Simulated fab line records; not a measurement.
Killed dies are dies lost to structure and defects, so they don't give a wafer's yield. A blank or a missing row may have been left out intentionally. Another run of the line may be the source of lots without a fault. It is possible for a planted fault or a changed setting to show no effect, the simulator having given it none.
fab line records -- flow sky130
[record] lots = 14, wafers = 42, last-day = 50
route steps=708 shown METAL1@444 PAD_OPEN@708
lots with no fault: from the same line, run without faults
start-h: hours from the record's first day to the start of the lot's first wafer shown -- wait-h: hours elapsed since this lot's preceding step -- " same as the row above -- L1.1+2: a row that stands for several wafers -- - no value present, or no start provided -- * or withheld: withheld -- < > ~ a bound
route shown NAME@n: a module of which the file shows steps, and the number in the route of the first -- usual: average and standard deviation across the fault-free wafers -- same: alike in all rows -- chamber/n: place in a boat -- sites: readings site by site -- _std_site: standard deviation across them -- _edge_site: mean of outer sites minus mean of inner sites -- radius-mm: for every site, how far away it sits from the centre of the wafer -- mask NAME#n: copy n -- behind: the tool/chamber that last shaped the wafer -- hold: what put the lot on hold/how long, in hours/how the hold closed -- device: names the non-switching transistor (n, p or np) -- end of line: tests of these same wafers at the route's end -- where a step has no rows: the recipe by itself -- killed: dies lost to structure and defects at the first sort, not the wafer's yield -- map: dies across one wafer; x = killed, . = not, _ = none there
set.NAME: the run value of the setting; set.NAME@STEP: its run value at that earlier step -- model.NAME: the simulator's own value behind a step, which no gauge read
the route's steps for a sample of lots (tables are steps, rows are wafers)
services: from which hour (start-h, from the record's first day; less than 0 if before it) a tool's chamber was out of use, for how many hours, and why
[[steps]]
[step SKY_METAL1_COAT_10]
[recipe] resist = KrF-thick, spin-rpm = 3000, resist-thk-nm = 450
[usual] spin-speed-rpm = 3000.1/2.1
lot.wafer,tool,chamber,start-h,wait-h,spin-speed-rpm
L216.2,litho-track-02,0,749,-,2998.3
L216.3,litho-track-02,0,749,-,3001.0
L216.6,litho-track-02,0,749,-,2997.7
L217.2,litho-track-01,0,761,-,3000.2
L217.4,litho-track-01,0,761,-,2998.3
L217.5,litho-track-01,0,761,-,2998.6
L218.2,litho-track-03,0,768,-,3000.4
L218.3,litho-track-03,0,768,-,2998.8
L218.6,litho-track-03,0,768,-,2998.1
L219.2,litho-track-01,0,782,-,2996.7
L219.5,litho-track-01,0,782,-,3000.1
L219.6,litho-track-01,0,782,-,2995.5
L220.1,litho-track-01,0,791,-,2998.9
L220.2,litho-track-01,0,791,-,2998.4
L220.3,litho-track-01,0,791,-,3000.7
L222.4,litho-track-01,0,800,-,3002.0
L222.5,litho-track-01,0,800,-,2997.3
L222.6,litho-track-01,0,800,-,3000.9
L221.1,litho-track-02,0,800,-,3003.8
L221.3,litho-track-02,0,800,-,3001.3
L221.4,litho-track-02,0,800,-,3003.0
L223.1,litho-track-01,0,809,-,2999.2
L223.2,litho-track-01,0,809,-,2998.7
L223.3,litho-track-01,0,809,-,3000.9
L225.2,litho-track-03,0,823,-,2999.5
L225.4,litho-track-03,0,823,-,3002.0
L225.6,litho-track-03,0,823,-,3002.2
L224.1,litho-track-02,0,827,-,2998.0
L224.3,litho-track-02,0,827,-,2998.1
L224.6,litho-track-02,0,827,-,3001.6
L228.2,litho-track-02,0,843,-,2750.9
L228.5,litho-track-02,0,843,-,2751.0
L228.6,litho-track-02,0,843,-,2751.1
L229.1,litho-track-02,0,849,-,2753.5
L229.2,litho-track-02,0,849,-,2752.2
L229.5,litho-track-02,0,849,-,2753.1
L234.1,litho-track-01,0,895,-,3000.5
L234.2,litho-track-01,0,895,-,3005.2
L234.4,litho-track-01,0,895,-,3002.9
L239.4,litho-track-01,0,923,-,2997.9
L239.5,litho-track-01,0,923,-,2999.1
L239.6,litho-track-01,0,923,-,2998.5
[step SKY_METAL1_STRIP_20]
[recipe] chemistry = O2/N2, power-w = 1400, pressure-mtorr = 1500, platen-temp-c = withheld, o2-flow-sccm = 3000, n2-flow-sccm = 300, overash-fraction = 0.5
[usual] drypump-motor-current-A = 5.8/0.47, oes-product-au = 0.342/0.005, strip-time-to-endpoint-s = 2.68/0.071
lot.wafer,tool,chamber,start-h,wait-h,drypump-motor-current-A,oes-product-au,rf-hours-counter-h,strip-time-to-endpoint-s
L216.2,plasma-asher-02,1,763.78,0.1,5.6,0.342,51,2.77
L216.3,plasma-asher-02,1,763.78,0.1,5.6,0.350,-,2.78
L216.6,plasma-asher-02,1,763.78,0.1,5.6,0.338,-,2.66
L217.2,plasma-asher-03,0,775.48,0.1,5.7,0.339,34,2.68
L217.4,plasma-asher-03,0,775.48,0.1,5.8,0.340,-,2.70
L217.5,plasma-asher-03,0,775.48,0.1,5.7,0.338,-,2.60
L218.2,plasma-asher-03,1,783.18,0.1,6.6,0.348,35,2.60
L218.3,plasma-asher-03,0,783.18,0.1,5.7,0.340,-,2.60
L218.6,plasma-asher-03,0,783.18,0.1,5.7,0.345,-,2.68
L219.2,plasma-asher-02,0,796.33,0.1,5.6,0.350,54,2.74
L219.5,plasma-asher-02,1,796.33,0.1,5.6,0.350,-,2.77
L219.6,plasma-asher-02,0,796.33,0.1,5.6,0.335,-,2.65
L220.1,plasma-asher-01,1,805.05,0.1,5.4,0.343,104,2.63
L220.2,plasma-asher-01,0,805.05,0.1,5.3,0.340,104,2.74
L220.3,plasma-asher-01,1,805.05,0.1,5.4,0.344,-,2.79
L222.4,plasma-asher-01,0,814.58,0.1,5.3,0.334,-,2.63
L222.5,plasma-asher-01,1,814.58,0.1,5.4,0.341,-,2.67
L222.6,plasma-asher-01,0,814.58,0.1,5.2,0.351,-,2.77
L221.1,plasma-asher-03,0,815.19,0.1,5.8,0.339,38,2.59
L221.3,plasma-asher-03,1,815.19,0.1,6.7,0.342,-,2.66
L221.4,plasma-asher-03,0,815.19,0.1,5.7,0.334,-,2.61
L223.1,plasma-asher-01,1,823.69,0.1,5.5,0.338,106,2.58
L223.2,plasma-asher-01,0,823.69,0.1,5.2,0.344,106,2.67
L223.3,plasma-asher-01,1,823.69,0.1,5.5,0.334,-,2.71
L225.2,plasma-asher-01,1,837.59,0.1,5.5,0.348,107,2.72
L225.4,plasma-asher-01,1,837.59,0.1,5.5,0.342,-,2.61
L225.6,plasma-asher-01,1,837.59,0.1,5.5,0.342,-,2.61
L224.1,plasma-asher-02,0,841.38,0.1,5.6,0.348,58,2.61
L224.3,plasma-asher-02,0,841.38,0.1,5.6,0.345,-,2.76
L224.6,plasma-asher-02,1,841.38,0.1,5.6,0.339,-,2.64
L228.2,plasma-asher-03,0,855.99,0.1,5.7,0.356,42,2.93
L228.5,plasma-asher-03,0,855.99,0.1,5.7,0.352,-,2.80
L228.6,plasma-asher-03,1,855.99,0.1,6.7,0.346,-,2.88
L229.1,plasma-asher-03,1,862.88,0.1,6.7,0.351,43,2.89
L229.2,plasma-asher-03,0,862.88,0.1,5.7,0.359,43,3.01
L229.5,plasma-asher-03,0,862.88,0.1,5.7,0.356,-,3.02
L234.1,plasma-asher-03,0,908.93,0.1,5.7,0.340,48,2.74
L234.2,plasma-asher-03,1,908.93,0.1,6.7,0.339,48,2.64
L234.4,plasma-asher-03,0,908.93,0.1,5.7,0.350,-,2.73
L239.4,plasma-asher-02,1,935.98,0.1,5.6,0.345,-,2.68
L239.5,plasma-asher-02,1,935.98,0.1,5.7,0.340,-,2.61
L239.6,plasma-asher-02,0,935.98,0.1,5.6,0.334,-,2.67
[step SKY_PAD_OPEN_PROBE_99]
[usual] defect-limited-yield = 82.6/1.9, killed_at_M0_to_M3 = 42/7, killed_at_M4_up = 3.2/1.6, killed-at-contacts = 24/5.8, killed-at-front-end = 16/4.3, killed-at-other = 0.3/0.62, killed-dies = 86/9.5, killed-open = 46/6.4, killed-short = 39/6.3, sort_bin_3_pad_short = 0.9/0.43, sort_bin_5_function = 10.5/1.4, sort_bin_6_memory = 6.1/1.2, sort_bin_8_speed = 0.00/0.017, sort-n-pass = 406/9.5, sort-yield-pct = 82.6/1.9
[same] gross-dies = 492, killed-at-back-side = 0, sort_bin_4_leakage[%] = 0
lot.wafer,tool,chamber,start-h,wait-h,defect-limited-yield[%],killed_at_M0_to_M3,killed_at_M4_up,killed-at-contacts,killed-at-front-end,killed-at-other,killed-dies,killed-open,killed-short,sort_bin_3_pad_short[%],sort_bin_5_function[%],sort_bin_6_memory[%],sort_bin_8_speed[%],sort-n-pass,sort-yield-pct[%]
L221.1,prober-02,-,1116.52,0.1,79.7,38,4,39,19,0,100,51,49,1.8,11.8,6.7,0,392,79.7
L221.3,prober-02,-,1116.62,0.2,81.3,48,5,24,15,0,92,45,47,1.0,13.4,4.3,0,400,81.3
L221.4,prober-02,-,1116.67,0.2,82.3,37,5,30,15,0,87,54,33,1.2,10.8,5.7,0,405,82.3
L223.1,prober-01,-,1121.70,0.1,80.3,44,5,31,17,0,97,55,42,1.2,12.4,6.1,0,395,80.3
L223.2,prober-01,-,1121.75,0.1,86.0,35,5,20,9,0,69,39,29,1.0,8.5,4.5,0,423,86.0
L223.3,prober-01,-,1121.80,0.2,85.2,34,2,25,12,0,73,41,31,0.4,9.8,4.7,0,419,85.2
L225.2,prober-02,-,1133.02,0.1,82.9,44,4,23,12,1,84,41,43,0.4,8.1,8.5,0,408,82.9
L225.4,prober-02,-,1133.12,0.2,82.3,47,4,22,14,0,87,42,45,0.8,10.4,6.5,0,405,82.3
L225.6,prober-02,-,1133.22,0.2,81.5,44,2,30,14,1,91,57,34,1.4,11.2,5.9,0,401,81.5
L224.1,prober-01,-,1136.47,0.1,82.7,41,4,26,14,0,85,44,41,0.8,10.0,6.5,0,407,82.7
L224.3,prober-01,-,1136.57,0.2,83.9,37,3,29,9,1,79,38,41,0.8,7.9,7.3,0,413,83.9
L224.6,prober-01,-,1136.72,0.2,82.1,43,5,22,18,0,88,55,31,0.4,10.8,6.7,0,404,82.1
L229.1,prober-01,-,1150.45,0.1,83.5,46,1,24,10,0,81,45,36,0.4,9.6,6.5,0,411,83.5
L229.2,prober-01,-,1150.50,0.1,78.0,49,6,32,21,0,108,54,54,1.4,12.8,7.7,0,384,78.0
L229.5,prober-01,-,1150.65,0.2,77.6,60,5,22,23,0,110,53,57,0.6,12.6,9.1,0,382,77.6
L234.1,prober-02,-,1183.32,0.1,81.5,52,2,27,10,0,91,60,31,0.8,10.2,7.5,0,401,81.5
L234.2,prober-02,-,1183.37,0.1,83.1,42,5,20,15,1,83,46,37,0.6,10.6,5.7,0,409,83.1
L234.4,prober-02,-,1183.47,0.2,82.9,36,6,20,22,0,84,45,38,0.2,9.6,7.3,0,408,82.9
// killed by level:class
L221.1 CONTACT:geometric-particle:open=12 LI_CONTACT:geometric-particle:open=9 VIA1:geometric-particle:short=7 VIA1:geometric-particle:open=7 VIA2:geometric-particle:open=7 METAL1:geometric-particle:short=6 LOCAL_INTERCONNECT:geometric-particle:short=6 CONTACT:geometric-particle:short=6
L221.3 VIA1:geometric-particle:open=13 CONTACT:geometric-particle:open=9 VIA1:geometric-particle:short=8 METAL2:geometric-particle:short=7 LI_CONTACT:geometric-particle:open=6 VIA3:geometric-particle:short=5 POLY_GATE:geometric-particle:open=4 METAL4:geometric-particle:short=4
L221.4 CONTACT:geometric-particle:open=12 VIA1:geometric-particle:open=10 POLY_GATE:geometric-particle:open=9 VIA3:geometric-particle:open=7 LI_CONTACT:geometric-particle:open=7 LI_CONTACT:geometric-particle:short=5 CONTACT:geometric-particle:short=5 VIA2:geometric-particle:short=5
L223.1 LOCAL_INTERCONNECT:geometric-particle:short=10 VIA3:geometric-particle:open=9 VIA2:geometric-particle:open=9 CONTACT:geometric-particle:open=8 VIA1:geometric-particle:open=7 POLY_GATE:geometric-particle:open=6 LI_CONTACT:geometric-particle:open=6 CONTACT:geometric-particle:short=5
L223.2 VIA2:geometric-particle:open=12 LI_CONTACT:geometric-particle:open=6 CONTACT:geometric-particle:open=6 METAL4:geometric-particle:short=5 METAL2:geometric-particle:short=4 VIA3:geometric-particle:open=4 POLY_GATE:geometric-particle:open=3 LOCAL_INTERCONNECT:geometric-particle:short=3
L223.3 LI_CONTACT:geometric-particle:open=10 METAL2:geometric-particle:short=7 CONTACT:geometric-particle:open=6 VIA1:geometric-particle:open=6 VIA2:geometric-particle:open=5 POLY_GATE:geometric-particle:open=4 METAL3:geometric-particle:short=4 VIA1:geometric-particle:short=3
L225.2 VIA3:geometric-particle:open=8 LI_CONTACT:geometric-particle:open=7 VIA2:geometric-particle:open=7 METAL1:geometric-particle:short=6 CONTACT:geometric-particle:open=6 CONTACT:geometric-particle:short=6 METAL2:geometric-particle:short=6 FIELD_ISO:geometric-particle:short=4
L225.4 LI_CONTACT:geometric-particle:open=8 VIA1:geometric-particle:open=7 FIELD_ISO:geometric-particle:open=6 VIA2:geometric-particle:short=6 METAL1:geometric-particle:short=6 CONTACT:geometric-particle:short=4 CONTACT:geometric-particle:open=4 VIA1:geometric-particle:short=4
L225.6 CONTACT:geometric-particle:open=13 VIA1:geometric-particle:open=13 VIA2:geometric-particle:open=9 LI_CONTACT:geometric-particle:open=7 CONTACT:geometric-particle:short=5 VIA2:geometric-particle:short=5 FIELD_ISO:geometric-particle:open=4 METAL2:geometric-particle:short=4
L224.1 VIA1:geometric-particle:open=14 CONTACT:geometric-particle:open=8 LI_CONTACT:geometric-particle:open=6 CONTACT:geometric-particle:short=5 LOCAL_INTERCONNECT:geometric-particle:short=5 METAL2:geometric-particle:short=5 POLY_GATE:geometric-particle:open=4 METAL1:geometric-particle:short=4
L224.3 CONTACT:geometric-particle:open=11 VIA1:geometric-particle:open=8 METAL2:geometric-particle:short=8 LOCAL_INTERCONNECT:geometric-particle:short=6 CONTACT:geometric-particle:short=5 METAL1:geometric-particle:short=5 VIA2:geometric-particle:open=5 LI_CONTACT:geometric-particle:open=4
L224.6 VIA1:geometric-particle:open=10 CONTACT:geometric-particle:open=8 LI_CONTACT:geometric-particle:open=6 METAL1:geometric-particle:short=6 VIA2:geometric-particle:open=6 METAL1:geometric-particle:open=5 FIELD_ISO:geometric-particle:open=4 FIELD_ISO:geometric-particle:short=4
L229.1 VIA3:geometric-particle:open=11 CONTACT:geometric-particle:open=10 VIA1:geometric-particle:open=8 METAL2:geometric-particle:short=8 LI_CONTACT:geometric-particle:open=4 LI_CONTACT:geometric-particle:short=4 CONTACT:geometric-particle:short=4 METAL1:geometric-particle:short=4
L229.2 VIA1:geometric-particle:open=15 CONTACT:geometric-particle:short=9 LI_CONTACT:geometric-particle:open=8 METAL1:geometric-particle:short=7 CONTACT:geometric-particle:open=6 LOCAL_INTERCONNECT:geometric-particle:short=6 VIA3:geometric-particle:open=6 POLY_GATE:geometric-particle:short=5
L229.5 VIA1:geometric-particle:short=11 VIA3:geometric-particle:open=10 CONTACT:geometric-particle:open=9 VIA1:geometric-particle:open=7 METAL3:geometric-particle:short=6 CONTACT:geometric-particle:short=6 METAL1:geometric-particle:short=6 VIA2:geometric-particle:open=6
L234.1 VIA1:geometric-particle:open=15 VIA3:geometric-particle:open=13 CONTACT:geometric-particle:open=11 CONTACT:geometric-particle:short=6 METAL1:geometric-particle:short=5 LI_CONTACT:geometric-particle:open=4 METAL2:geometric-particle:short=4 VIA2:geometric-particle:open=4
L234.2 CONTACT:geometric-particle:open=9 VIA1:geometric-particle:open=7 METAL2:geometric-particle:short=6 FIELD_ISO:geometric-particle:open=5 METAL1:geometric-particle:short=5 VIA2:geometric-particle:open=5 POLY_GATE:geometric-particle:short=4 LI_CONTACT:geometric-particle:open=4
L234.4 VIA1:geometric-particle:open=9 CONTACT:geometric-particle:open=8 FIELD_ISO:geometric-particle:open=6 VIA1:geometric-particle:short=6 POLY_GATE:geometric-particle:open=5 LI_CONTACT:geometric-particle:open=5 FIELD_ISO:geometric-particle:short=4 POLY_GATE:geometric-particle:short=4
[[services]]
tool,chamber,start-h,hours,kind
plasma-asher-01,-,756.34,2.1,repair
plasma-asher-02,-,817.16,4.3,pm
litho-track-02,-,834.27,-,consumable-replace:filter
[[key]]
[first-sign] step = SKY_METAL1_COAT_10, reading = spin-speed-rpm, direction = down, sigmas = 99+, usual = 3000.1, struck = 2752.0
[effect] step = SKY_METAL1_STRIP_20, reading = strip-time-to-endpoint-s, direction = up, sigmas = 3.4, usual = *, struck = *
met-at SKY_METAL1_COAT_10
struck-lots L228,L229
onset-between 827 843
[fault] kind = process-parameter-drift, tool = litho-track-02, chamber = -, onset-h = 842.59, steps = SKY_METAL1_COAT_10, channel = spin-rpm, offset = -247.78, shape = step, end-h = 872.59, acts-in = these-recipes-only, stated = 3000
